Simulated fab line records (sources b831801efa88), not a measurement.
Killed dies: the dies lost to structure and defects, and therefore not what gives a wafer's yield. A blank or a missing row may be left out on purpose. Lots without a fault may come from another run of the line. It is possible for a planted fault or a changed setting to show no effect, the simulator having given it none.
One fault through the eyes of 2 desks | flow gf180mcu | every desk sees just its own numbers, and what lay behind them comes last

## TOOL OWNER'S DESK, wetBench-02
The tool's own readings at GF_SAB_WET_ETCH_12 (etches SiO2 in dHF, target depth 22 nm, time 440 s): means of the sampled wafers that have a number, for each lot that ran on this tool. If a lot's mean is further than 4 standard deviations from the usual mean, the lot is out of limits and carries the mark OUT (the distance appears in the brackets).
Columns: A = bathHeatDutyPct at GF_SAB_WET_ETCH_12, usual 6.2 %; B = tempC at GF_SAB_WET_ETCH_12, usual 25.01 C
lot  | first seen here | A             | B
L883 | day 17 08:42    | 5.8           | 25.04
L885 | day 18 01:53    | 0.0 (-10) OUT | 19.35 (-51) OUT
L886 | day 18 15:49    | 0.0 (-10) OUT | 19.29 (-52) OUT
This desk finds L885, L886 out of limits, L885 being first, at day 18 01:53 (bathHeatDutyPct at GF_SAB_WET_ETCH_12). L883: within limits.

## FROM THE METROLOGY DESK
What the gauges read, lot by lot, whatever tool the lot ran on: means of the sampled wafers that have a number. If a lot's mean is further than 4 standard deviations from the usual mean, the lot is out of limits and carries the mark OUT (the distance appears in the brackets).
Columns: A = SAB_CVD_00_THK at GF_SAB_THK_MEAS_01, usual 50.2 nm; B = cdNm at GF_SAB_CD_MEAS_09, usual 420.6 nm; C = SAB_OVL at GF_SAB_OVL_MEAS_10, usual 0.3 nm
lot  | first seen here | A    | B     | C
L883 | day 16 09:38    | 50.2 | 420.4 | 1.8
L885 | day 17 03:56    | 50.5 | 419.9 | -0.7
L886 | day 17 16:32    | 50.7 | 420.8 | 1.6
L894 | day 20 15:16    | 49.6 | 419.9 | -2.1
L896 | day 21 12:00    | 50.4 | 420.5 | 1.0
L900 | day 22 11:31    | 50.1 | 420.2 | -0.4
Finding of this desk: none of the 6 lots has anything out of limits.

## BROUGHT TOGETHER
At day 18 01:53, on L885, L886, the tool owner's desk was in a position to raise an alarm.
Metrology desk: nothing out of limits seen.
The metrology desk has L885, L886 on record, within its limits.
GF_SAB_WET_ETCH_12 was run on wetBench-02 by each of the lots named.

## WHAT THE SIMULATOR HAD PUT IN
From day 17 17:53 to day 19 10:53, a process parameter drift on wetBench-02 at GF_SAB_WET_ETCH_12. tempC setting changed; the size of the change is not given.
Shown lots that were struck: L885, L886.
How many hours passed from the start of the fault until each desk's first out-of-limits reading: the tool owner's desk, 8.
